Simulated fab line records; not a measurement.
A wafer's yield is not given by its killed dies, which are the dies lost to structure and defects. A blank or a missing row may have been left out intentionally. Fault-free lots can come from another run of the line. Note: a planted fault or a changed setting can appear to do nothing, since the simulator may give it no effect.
fab line records	flow sky130
record: lots: 10	wafers: 30	lastDay: 50
route steps=708 shown METAL4@631 METAL5@661 PASSIVATION@683 PAD_OPEN@708
lots that met no fault: from a run of the same line without faults
startH: start of the lot's first displayed wafer, in hours after the record's first day	waitH: hours since the lot's step before	" unchanged from the row above	L1.1+2: several wafers, shown together as one row	- value missing, or start not given	* or withheld: withheld	< > ~ a bound
route shown NAME@n: names a module that has steps shown in the file, with the first one's number in the route	usual: mean/standard deviation of fault-free wafers	same: alike in all rows	chamber/n: place in a boat	sites: readings site by site	_std_site: how widely they spread, as a standard deviation	_edge_site: outer sites' mean less inner sites'	radiusMm: how far each site lies from the wafer's centre	mask NAME#n: copy n	behind: the last tool/chamber to shape the wafer	hold: why the lot went on hold/how many hours it stayed there/how the hold came to an end	device: the n, p or np transistor that did not switch	end of line: the same wafers' tests at the end of the route	where a step has no rows: the recipe by itself	killed: at the first sort, the dies lost to defects and structure; wafer yield is something else	map: dies across one wafer; x = killed, . = not, _ = none there
set.NAME: the run value of the setting; set.NAME@STEP: its run value at that earlier step	model.NAME: the simulator's own value behind a step, which no gauge read
steps of the route over a sample of lots; a table a step, a row a wafer
services: from which hour (startH, from the record's first day; less than 0 if before it) a tool's chamber was out of use, for how many hours, and why
== steps ==
step: SKY_METAL4_DESCUM_15
recipe: chemistry: O2	sourcePowerW: 150	biasPowerW: 0	pressureMtorr: 10	tempC: 40	timeS: 8
usual: chamberPressureMTorr: 10.000/0.0086	drypumpMotorCurrentA: 6.12/0.24	oesProductAu: 1.008/0.013
lot.wafer	tool	chamber	startH	waitH	chamberPressureMTorr	drypumpMotorCurrentA	oesProductAu	rfHoursCounterH
L317.2	rieMetal-04	0	991.25	0.0	9.996	6.12	0.994	-
L317.3	"	0	"	"	9.987	6.12	0.984	-
L317.4	"	0	"	"	10.002	6.12	1.007	-
L318.2	rieMetal-04	0	1003.75	0.0	9.994	6.12	1.013	12
L318.4	"	1	"	"	10.018	6.49	1.003	-
L318.6	"	1	"	"	10.024	6.49	1.013	-
L319.3	rieMetal-04	1	1010.86	0.0	9.995	6.44	0.999	-
L319.5	"	0	"	"	9.996	6.12	1.012	-
L319.6	"	1	"	"	10.003	6.46	0.996	-
L321.2	rieMetal-03	0	1020.50	0.0	10.003	5.57	1.035	10
L321.3	"	1	"	"	10.005	6.10	1.028	-
L321.5	"	1	"	"	9.989	6.12	1.016	-
L327.1	rieMetal-04	1	1070.49	0.0	9.994	6.46	0.991	20
L327.5	"	1	"	"	10.002	6.47	0.995	-
L327.6	"	0	"	"	9.996	6.12	1.002	-
L328.1	rieMetal-03	1	1075.17	0.0	10.002	6.09	1.004	21
L328.2	"	0	"	"	9.996	5.55	1.025	14
L328.4	"	0	"	"	10.016	5.57	1.027	-
L329.1	rieMetal-02	0	1078.07	0.0	10.006	6.17	1.015	25
L329.2	"	1	"	"	9.994	6.02	1.014	14
L329.6	"	1	"	"	10.002	6.05	1.004	-
L334.1	rieMetal-04	1	1101.40	0.0	9.985	6.45	1.005	22
L334.2	"	0	"	"	10.008	6.12	1.015	18
L334.5	"	1	"	"	10.001	6.46	1.009	-
L336.2	rieMetal-02	1	1110.99	0.0	9.998	6.04	1.012	18
L336.4	"	1	"	"	9.990	6.02	1.016	-
L336.5	"	1	"	"	9.990	6.03	1.015	-
L337.1	rieMetal-04	0	1117.90	0.0	10.005	6.11	0.991	20
L337.2	"	0	"	"	10.002	6.11	0.999	-
L337.3	"	0	"	"	9.996	6.12	0.992	-
step: SKY_METAL4_ETCH_16
recipe: chemistry: N2/H2	target: BARC	ionEnergyEv: 200	biasW: 100	pressureMtorr: 30	n2FlowSccm: 100	h2FlowSccm: 200	icpW: 500	stopOn: SiO2	timeS: 88.2	targetDepthA: 600
usual: chamberPressureMTorr: 29.995/0.026	drypumpMotorCurrentA: 6.13/0.24	oesProductAu: 0.626/0.0047	throttleValvePct: 13.204/0.0093
lot.wafer	tool	chamber	startH	waitH	chamberPressureMTorr	drypumpMotorCurrentA	oesProductAu	rfHoursCounterH	throttleValvePct
L317.2	rieMetal-04	0	991.33	0.1	29.965	6.11	0.627	-	13.188
L317.3	"	0	"	"	30.027	6.12	0.626	-	13.217
L317.4	"	0	"	"	29.991	6.11	0.621	-	13.215
L318.2	rieMetal-04	0	1003.78	0.0	29.980	6.10	0.625	12	13.211
L318.4	"	1	"	"	30.039	6.49	0.640	-	13.198
L318.6	"	1	"	"	30.052	6.48	0.628	-	13.199
L319.3	rieMetal-04	1	1010.91	0.0	29.962	6.49	0.618	-	13.211
L319.5	"	0	"	"	29.991	6.13	0.633	-	13.194
L319.6	"	1	"	"	29.970	6.48	0.633	-	13.214
L321.2	rieMetal-03	0	1020.53	0.0	29.986	5.57	0.624	10	13.203
L321.3	"	1	"	"	30.010	6.09	0.626	-	13.215
L321.5	"	1	"	"	29.978	6.13	0.621	-	13.201
L327.1	rieMetal-04	1	1070.52	0.0	29.996	6.49	0.621	20	13.208
L327.5	"	1	"	"	30.015	6.50	0.618	-	13.212
L327.6	"	0	"	"	29.970	6.12	0.626	-	13.208
L328.1	rieMetal-03	1	1075.21	0.0	30.003	6.13	0.627	21	13.220
L328.2	"	0	"	"	29.996	5.55	0.632	14	13.197
L328.4	"	0	"	"	30.005	5.57	0.623	-	13.208
L329.1	rieMetal-02	0	1078.11	0.0	29.930	6.16	0.625	25	13.211
L329.2	"	1	"	"	30.008	6.08	0.619	14	13.215
L329.6	"	1	"	"	29.957	6.07	0.617	-	13.218
L334.1	rieMetal-04	1	1101.43	0.0	29.965	6.49	0.625	22	13.204
L334.2	"	0	"	"	29.986	6.13	0.630	18	13.206
L334.5	"	1	"	"	29.989	6.52	0.620	-	13.192
L336.2	rieMetal-02	1	1111.02	0.0	29.957	6.04	0.631	18	13.196
L336.4	"	1	"	"	29.992	6.05	0.623	-	13.204
L336.5	"	1	"	"	29.995	6.05	0.628	-	13.227
L337.1	rieMetal-04	0	1117.96	0.1	30.009	6.14	0.627	20	13.198
L337.2	"	0	"	"	29.982	6.13	0.628	-	13.199
L337.3	"	0	"	"	29.994	6.14	0.625	-	13.194
step: SKY_METAL5_SPUTTER_00
recipe: material: Ti	targetThkNm: 15	powerW: 3000	timeS: 10	chamberPressurePa: 0.4
usual: cathodeDcPowerW: 3000.0/0.57	throttleValvePct: 30.8/0.81
lot.wafer	tool	chamber	startH	waitH	cathodeDcPowerW	throttleValvePct
L317.2	pvdSputter-02	-	1016.99	0.2	2999.7	31.3
L317.3	"	-	"	"	3000.3	30.9
L317.4	"	-	"	"	3000.2	30.9
L318.2	pvdSputter-02	-	1030.15	0.2	2999.7	30.7
L318.4	"	-	"	"	3000.3	31.4
L318.6	"	-	"	"	2999.1	30.8
L319.3	pvdSputter-03	-	1036.13	0.1	2999.5	30.9
L319.5	"	-	"	"	2999.7	29.7
L319.6	"	-	"	"	3000.5	30.7
L321.2	pvdSputter-04	-	1045.64	0.2	2998.9	30.8
L321.3	"	-	"	"	2999.9	31.7
L321.5	"	-	"	"	2998.9	31.5
L327.1	pvdSputter-04	-	1093.18	0.2	2999.7	31.5
L327.5	"	-	"	"	2999.2	31.0
L327.6	"	-	"	"	3000.7	31.3
L328.1	pvdSputter-03	-	1098.01	0.2	3000.4	31.7
L328.2	"	-	"	"	3000.1	31.2
L328.4	"	-	"	"	2999.4	30.0
L329.1	pvdSputter-03	-	1101.43	0.1	3000.0	31.2
L329.2	"	-	"	"	3000.2	29.7
L329.6	"	-	"	"	2999.4	30.0
L334.1	pvdSputter-03	-	1123.01	0.1	3000.4	29.7
L334.2	"	-	"	"	3000.3	31.7
L334.5	"	-	"	"	2999.4	29.7
L336.2	pvdSputter-02	-	1132.43	0.2	3000.6	31.6
L336.4	"	-	"	"	3000.3	31.1
L336.5	"	-	"	"	3000.1	31.1
L337.1	pvdSputter-04	-	1140.09	0.2	3000.4	30.9
L337.2	"	-	"	"	3001.1	31.5
L337.3	"	-	"	"	3001.0	31.1
step: SKY_PASSIVATION_CVD_02
recipe: material: Si3N4	targetThkNm: 540	tempC: 400	timeS: withheld	rfW: 450
usual: heaterPowerW: 779/110	susceptorTempC: 400.02/0.24
lot.wafer	tool	chamber	startH	waitH	heaterPowerW	susceptorTempC
L317.2	pecvd-02	0	1040.79	0.0	627	399.87
L317.3	"	1	"	"	736	400.09
L317.4	"	1	"	"	762	399.83
L318.2	pecvd-02	0	1053.56	0.0	592	400.22
L318.4	"	2	"	"	669	400.06
L318.6	"	1	"	"	812	399.78
L319.3	pecvd-02	0	1058.65	0.0	694	400.14
L319.5	"	1	"	"	738	400.12
L319.6	"	0	"	"	721	399.62
L321.2	pecvd-01	1	1067.62	0.0	824	399.64
L321.3	"	2	"	"	698	399.67
L321.5	"	1	"	"	867	399.61
L327.1	pecvd-03	1	1113.45	0.1	857	399.93
L327.5	"	0	"	"	865	400.17
L327.6	"	1	"	"	900	400.18
L328.1	pecvd-03	1	1118.06	0.1	890	399.88
L328.2	"	0	"	"	863	399.60
L328.4	"	1	"	"	893	400.12
L329.1	pecvd-03	1	1122.01	0.1	825	400.39
L329.2	"	0	"	"	765	400.28
L329.6	"	1	"	"	851	399.95
L334.1	pecvd-03	0	1142.21	0.1	786	400.10
L334.2	"	1	"	"	877	400.23
L334.5	"	1	"	"	869	399.74
L336.2	pecvd-03	0	1152.92	0.0	888	399.82
L336.4	"	2	"	"	835	399.74
L336.5	"	0	"	"	879	400.19
L337.1	pecvd-02	0	1159.57	0.1	701	400.12
L337.2	"	2	"	"	659	400.11
L337.3	"	1	"	"	665	400.23
step: SKY_PASSIVATION_THK_MEAS_03
recipe: reads: Si3N4_of_PASSIVATION_CVD_02
usual: PASSIVATION_CVD_02_THK: 537/7.4
lot.wafer	tool	chamber	startH	waitH	PASSIVATION_CVD_02_THK[nm]
L317.2	filmMetro-02	-	1041.03	-	541
L317.3	"	-	"	"	544
L317.4	"	-	"	"	546
L318.2	filmMetro-04	-	1053.79	-	535
L318.4	"	-	"	"	539
L318.6	"	-	"	"	544
L319.3	filmMetro-04	-	1058.90	-	546
L319.5	"	-	"	"	549
L319.6	"	-	"	"	544
L321.2	filmMetro-02	-	1067.86	-	543
L321.3	"	-	"	"	540
L321.5	"	-	"	"	546
L327.1	filmMetro-03	-	1113.68	-	546
L327.5	"	-	"	"	533
L327.6	"	-	"	"	547
L328.1	filmMetro-02	-	1118.29	-	534
L328.2	"	-	"	"	521
L328.4	"	-	"	"	536
L329.1	filmMetro-03	-	1122.24	-	537
L329.2	"	-	"	"	527
L329.6	"	-	"	"	542
L334.1	filmMetro-03	-	1142.54	-	970
L334.2	"	-	"	"	980
L334.5	"	-	"	"	995
L336.2	filmMetro-04	-	1153.16	-	968
L336.4	"	-	"	"	983
L336.5	"	-	"	"	979
L337.1	filmMetro-04	-	1159.80	-	534
L337.2	"	-	"	"	530
L337.3	"	-	"	"	532
step: SKY_PASSIVATION_ETCH_11
recipe: chemistry: CF4/O2	targetDepthNm: 725	stopOn: AlCu	sourceW: 800	biasW: 150	pressureMtorr: 150	cf4FlowSccm: 80	O2_flow_sccm: 10	timeS: 161.1
usual: chamberPressureMTorr: 149.99/0.15	drypumpMotorCurrentA: 5.63/0.26	oesProductAu: 0.975/0.0074	throttleValvePct: 5.963/0.0092
lot.wafer	tool	chamber	startH	waitH	chamberPressureMTorr	drypumpMotorCurrentA	oesProductAu	rfHoursCounterH	throttleValvePct
L317.2	rieDiel-04	2	1062.48	-	150.15	5.47	0.975	20	5.978
L317.3	"	0	"	"	149.95	5.75	0.977	2	5.964
L317.4	"	1	"	"	149.98	5.68	0.981	12	5.967
L318.2	rieDiel-04	1	1075.11	-	150.36	5.69	0.979	12	5.943
L318.4	"	2	"	"	149.93	5.46	0.975	20	5.963
L318.6	"	1	"	"	149.94	5.69	0.990	-	5.967
L319.3	rieDiel-03	3	1080.41	-	150.08	5.36	0.980	8	5.965
L319.5	"	0	"	"	149.95	5.03	0.980	-	5.965
L319.6	"	3	"	"	150.09	5.37	0.982	-	5.960
L321.2	rieDiel-01	3	1088.31	-	150.12	5.85	0.984	4	5.955
L321.3	"	0	"	"	150.13	5.53	0.974	14	5.979
L321.5	"	3	"	"	150.03	5.86	0.988	-	5.962
L327.1	rieDiel-03	2	1131.41	-	150.11	5.74	0.987	3	5.958
L327.5	"	0	"	"	149.98	5.07	0.965	-	5.981
L327.6	"	1	"	"	150.03	5.87	0.982	-	5.943
L328.1	rieDiel-04	1	1137.46	-	150.09	5.68	0.973	14	5.956
L328.2	"	3	"	"	150.04	5.62	0.962	7	5.962
L328.4	"	2	"	"	149.92	5.46	0.979	23	5.970
L329.1	rieDiel-04	2	1140.68	-	149.98	5.46	0.972	23	5.958
L329.2	"	3	"	"	149.83	5.63	0.961	7	5.963
L329.6	"	0	"	"	150.09	5.76	0.982	-	5.965
L334.1	rieDiel-04	0	1159.88	-	149.91	5.74	1.000	6	5.981
L334.2	"	1	"	"	150.26	5.67	1.021	15	5.978
L334.5	"	0	"	"	150.04	5.74	1.027	-	5.985
L336.2	rieDiel-04	2	1170.33	-	149.99	5.48	1.018	24	5.979
L336.4	"	1	"	"	150.21	5.68	1.028	15	6.001
L336.5	"	1	"	"	150.02	5.67	1.030	-	5.981
L337.1	rieDiel-04	2	1177.18	-	149.84	5.43	0.970	24	5.944
L337.2	"	1	"	"	149.86	5.70	0.967	16	5.969
L337.3	"	3	"	"	149.80	5.61	0.980	9	5.958
step: SKY_PAD_OPEN_PROBE_99
usual: defectLimitedYield: 82.4/1.9	killed_at_M0_to_M3: 42/7.1	killed_at_M4_up: 3.0/1.7	killedAtContacts: 25/5	killedAtFrontEnd: 16/4.4	killedAtOther: 0.5/1.4	killedDies: 87/9.2	killedOnRim: 18/4.3	killedOpen: 47/6.2	killedShort: 39/6.6	sort_bin_3_pad_short: 0.9/0.46	sort_bin_5_function: 10.3/1.6	sort_bin_6_memory: 6.4/0.99	sortNPass: 405/9.2	sortYieldPct: 82.4/1.9
same: grossDies: 492	killedAtBackSide: 0	sort_bin_4_leakage[%]: 0	sort_bin_8_speed[%]: 0
lot.wafer	tool	chamber	startH	waitH	defectLimitedYield[%]	killed_at_M0_to_M3	killed_at_M4_up	killedAtContacts	killedAtFrontEnd	killedAtOther	killedDies	killedOnRim	killedOpen	killedShort	sort_bin_3_pad_short[%]	sort_bin_5_function[%]	sort_bin_6_memory[%]	sortNPass	sortYieldPct[%]
L317.2	prober-02	-	1086.67	0.1	83.3	34	5	29	13	1	82	18	43	38	0.8	8.7	7.1	410	83.3
L317.4	prober-02	-	1086.77	0.2	82.5	39	1	27	19	0	86	21	52	33	1.2	10.0	6.3	406	82.5
L321.2	prober-01	-	1110.34	0.1	79.9	56	3	18	20	2	99	18	51	46	1.2	14.2	4.7	393	79.9
L321.3	prober-01	-	1110.39	0.2	83.3	44	2	26	10	0	82	17	51	31	0.6	9.1	6.9	410	83.3
L327.1	prober-01	-	1152.89	0.1	82.1	44	2	24	18	0	88	15	51	36	1.2	11.2	5.5	404	82.1
L327.5	prober-01	-	1153.09	0.2	86.2	30	5	18	14	1	68	13	42	25	0	8.3	5.5	424	86.2
L327.6	prober-01	-	1153.14	0.2	80.9	46	4	25	19	0	94	16	50	41	1.0	12.4	5.7	398	80.9
L328.1	prober-01	-	1158.49	0.1	82.5	52	3	22	9	0	86	21	48	38	1.0	9.6	6.9	406	82.5
L328.2	prober-01	-	1158.54	0.1	87.0	35	3	15	10	1	64	13	28	36	1.0	6.7	5.3	428	87.0
L328.4	prober-01	-	1158.64	0.2	83.7	35	1	24	20	0	80	17	49	30	1.2	8.9	6.1	412	83.7
L329.1	prober-02	-	1161.56	0.1	82.9	31	8	27	18	0	84	20	53	31	1.2	10.0	5.9	408	82.9
L329.2	prober-02	-	1161.61	0.1	81.9	37	6	29	17	0	89	24	51	38	1.0	11.2	5.9	403	81.9
L329.6	prober-02	-	1161.81	0.2	82.1	31	2	37	18	0	88	15	48	40	0	12.8	5.1	404	82.1
L334.1	prober-02	-	1179.60	0.1	0	47	3	26	21	395	492	96	44	53	0.2	91.9	7.9	0	0
L334.2	prober-02	-	1179.65	0.1	0	46	4	30	14	398	492	96	53	41	0.8	92.9	6.3	0	0
L334.5	prober-02	-	1179.80	0.2	0	42	8	30	22	390	492	96	48	54	1.2	91.9	6.9	0	0
L336.2	prober-02	-	1188.35	0.1	0	48	1	37	14	392	492	96	53	47	1.0	91.9	7.1	0	0
L336.4	prober-02	-	1188.45	0.2	0	45	2	34	18	393	492	96	56	43	1.0	91.5	7.5	0	0
L336.5	prober-02	-	1188.50	0.2	0	43	3	39	16	391	492	96	62	41	1.0	92.3	6.7	0	0
killed by level:class
L317.2 CONTACT:geometricParticle:open=10 CONTACT:geometricParticle:short=6 LI_CONTACT:geometricParticle:open=6 VIA2:geometricParticle:open=6 METAL2:geometricParticle:short=5 METAL1:geometricParticle:short=4 METAL2:geometricParticle:open=4 VIA3:geometricParticle:open=4
L317.4 VIA1:geometricParticle:open=11 CONTACT:geometricParticle:open=11 FIELD_ISO:geometricParticle:short=7 LI_CONTACT:geometricParticle:open=6 VIA2:geometricParticle:open=6 FIELD_ISO:geometricParticle:open=5 LOCAL_INTERCONNECT:geometricParticle:short=5 METAL1:geometricParticle:short=5
L321.2 VIA1:geometricParticle:open=13 VIA1:geometricParticle:short=9 VIA3:geometricParticle:open=9 FIELD_ISO:geometricParticle:short=7 VIA2:geometricParticle:open=7 METAL2:geometricParticle:short=7 LI_CONTACT:geometricParticle:open=6 CONTACT:geometricParticle:open=5
L321.3 CONTACT:geometricParticle:open=12 VIA1:geometricParticle:open=8 LI_CONTACT:geometricParticle:open=7 VIA1:geometricParticle:short=7 METAL2:geometricParticle:short=7 VIA3:geometricParticle:open=6 FIELD_ISO:geometricParticle:open=4 VIA2:geometricParticle:open=4
L327.1 CONTACT:geometricParticle:open=11 VIA1:geometricParticle:short=11 VIA1:geometricParticle:open=8 METAL2:geometricParticle:short=6 VIA3:geometricParticle:open=6 FIELD_ISO:geometricParticle:open=4 POLY_GATE:geometricParticle:open=4 SPACER:geometricParticle:open=4
L327.5 CONTACT:geometricParticle:open=9 VIA1:geometricParticle:open=8 VIA2:geometricParticle:open=6 LI_CONTACT:geometricParticle:open=5 FIELD_ISO:geometricParticle:open=4 FIELD_ISO:geometricParticle:short=3 CONTACT:geometricParticle:short=3 VIA1:geometricParticle:short=3
L327.6 CONTACT:geometricParticle:open=11 VIA1:geometricParticle:open=9 METAL1:geometricParticle:short=9 VIA3:geometricParticle:open=8 LI_CONTACT:geometricParticle:open=7 FIELD_ISO:geometricParticle:short=6 METAL2:geometricParticle:short=6 POLY_GATE:geometricParticle:short=5
L328.1 VIA1:geometricParticle:open=13 LI_CONTACT:geometricParticle:open=9 VIA3:geometricParticle:open=6 VIA3:geometricParticle:short=6 CONTACT:geometricParticle:open=5 VIA2:geometricParticle:open=5 VIA1:geometricParticle:short=5 CONTACT:geometricParticle:short=4
L328.2 VIA1:geometricParticle:open=7 VIA3:geometricParticle:open=6 CONTACT:geometricParticle:open=5 VIA1:geometricParticle:short=5 METAL2:geometricParticle:short=5 LOCAL_INTERCONNECT:geometricParticle:short=4 VIA3:geometricParticle:short=4 FIELD_ISO:geometricParticle:short=3
L328.4 CONTACT:geometricParticle:open=10 VIA2:geometricParticle:open=9 VIA1:geometricParticle:open=8 FIELD_ISO:geometricParticle:open=4 POLY_GATE:geometricParticle:open=4 LI_CONTACT:geometricParticle:short=4 CONTACT:geometricParticle:short=4 FIELD_ISO:geometricParticle:short=3
L329.1 CONTACT:geometricParticle:open=10 VIA1:geometricParticle:open=9 LI_CONTACT:geometricParticle:open=8 VIA3:geometricParticle:open=6 FIELD_ISO:geometricParticle:open=5 POLY_GATE:geometricParticle:short=4 CONTACT:geometricParticle:short=4 VIA1:geometricParticle:short=4
L329.2 VIA1:geometricParticle:open=12 LI_CONTACT:geometricParticle:open=8 VIA1:geometricParticle:short=7 VIA3:geometricParticle:open=7 FIELD_ISO:geometricParticle:open=6 CONTACT:geometricParticle:open=6 LOCAL_INTERCONNECT:geometricParticle:short=5 VIA2:geometricParticle:open=4
L329.6 LI_CONTACT:geometricParticle:open=12 CONTACT:geometricParticle:open=9 LOCAL_INTERCONNECT:geometricParticle:short=7 FIELD_ISO:geometricParticle:short=7 VIA1:geometricParticle:open=7 VIA2:geometricParticle:open=7 CONTACT:geometricParticle:short=6 FIELD_ISO:geometricParticle:open=3
L334.1 PASSIVATION:areaEtch=395 METAL1:geometricParticle:short=12 CONTACT:geometricParticle:open=10 METAL2:geometricParticle:short=8 LI_CONTACT:geometricParticle:open=7 VIA1:geometricParticle:open=7 POLY_GATE:geometricParticle:open=6 FIELD_ISO:geometricParticle:short=5
L334.2 PASSIVATION:areaEtch=398 CONTACT:geometricParticle:open=11 VIA3:geometricParticle:open=9 VIA1:geometricParticle:open=8 LI_CONTACT:geometricParticle:open=7 LI_CONTACT:geometricParticle:short=5 CONTACT:geometricParticle:short=5 VIA2:geometricParticle:open=5
L334.5 PASSIVATION:areaEtch=390 VIA1:geometricParticle:open=10 CONTACT:geometricParticle:open=9 METAL4:geometricParticle:short=8 LI_CONTACT:geometricParticle:open=7 METAL2:geometricParticle:short=7 FIELD_ISO:geometricParticle:short=5 LOCAL_INTERCONNECT:geometricParticle:short=5
L336.2 PASSIVATION:areaEtch=391 CONTACT:geometricParticle:open=14 LI_CONTACT:geometricParticle:open=9 VIA3:geometricParticle:open=8 VIA1:geometricParticle:short=7 CONTACT:geometricParticle:short=6 VIA2:geometricParticle:open=6 LI_CONTACT:geometricParticle:short=5
L336.4 PASSIVATION:areaEtch=393 VIA1:geometricParticle:open=14 CONTACT:geometricParticle:open=10 LI_CONTACT:geometricParticle:open=8 CONTACT:geometricParticle:short=7 VIA2:geometricParticle:open=5 POLY_GATE:geometricParticle:open=5 LOCAL_INTERCONNECT:geometricParticle:short=5
L336.5 PASSIVATION:areaEtch=389 VIA1:geometricParticle:open=14 LI_CONTACT:geometricParticle:open=11 CONTACT:geometricParticle:open=11 CONTACT:geometricParticle:short=10 VIA3:geometricParticle:open=10 FIELD_ISO:geometricParticle:short=6 METAL1:geometricParticle:short=6
== services ==
tool	chamber	startH	hours	kind
rieDiel-04	0	980.79	-	clean
rieDiel-04	0	980.79	12.0	scheduledDown
rieMetal-04	1	982.31	19.4	repair
rieDiel-03	3	993.57	3.2	repair
rieMetal-03	-	996.13	1.6	repair
pvdSputter-03	-	996.24	3.9	repair
rieMetal-03	-	1029.01	0.6	repair
pvdSputter-02	-	1051.59	1.8	repair
rieMetal-04	-	1060.48	0.4	repair
pvdSputter-04	-	1073.62	3.0	repair
pecvd-01	-	1075.38	0.9	repair
pecvd-03	-	1082.90	2.8	pm
rieDiel-03	-	1084.58	4.0	repair
rieDiel-01	-	1092.01	2.8	pm
rieMetal-04	-	1093.87	2.8	pm
rieDiel-01	-	1096.63	0.5	repair
rieMetal-04	1	1106.23	-	clean
rieMetal-04	1	1106.23	21.1	scheduledDown
rieMetal-04	1	1106.23	21.1	ventCycle
rieDiel-04	-	1118.28	14.6	pm
rieMetal-04	0	1126.42	1.0	repair
rieMetal-02	-	1145.30	1.1	repair
pecvd-03	-	1155.03	14.6	pm
rieDiel-04	3	1156.30	4.6	repair
== key ==
firstSign: step: SKY_PASSIVATION_THK_MEAS_03	reading: PASSIVATION_CVD_02_THK	direction: up	sigmas: 60	usual: 537	struck: 979
effect: step: SKY_PASSIVATION_ETCH_11	reading: oesProductAu	direction: up	sigmas: 6.2	usual: 0.975	struck: 1.021
effect: step: SKY_PAD_OPEN_PROBE_99	reading: killedAtOther	direction: up	sigmas: 99+	usual: 0.5	struck: 393.2
moreKillsBornAt: SKY_PASSIVATION_ETCH_11@rieDiel-04: 2356
metAt SKY_PASSIVATION_CVD_02
struckLots L334,L336
laterRowsLeftOut L334.1,L334.2,L334.5,L336.2,L336.4,L336.5
notActingAt SKY_METAL4_DESCUM_15,SKY_METAL4_ETCH_16,SKY_METAL5_SPUTTER_00
onsetBetween 1122.01 1142.21
fault: kind: processParameterDrift	tool: pecvd-03	chamber: -	onsetH: 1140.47	steps: SKY_PASSIVATION_CVD_02	channel: targetThkNm	offset: 449.06	shape: step	endH: 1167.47	actsIn: theseRecipesOnly	stated: 540
laterRowsLeftOut: the simulator's readings of these wafers behind a module that went badly wrong aren't trusted and aren't shown, but for the sort
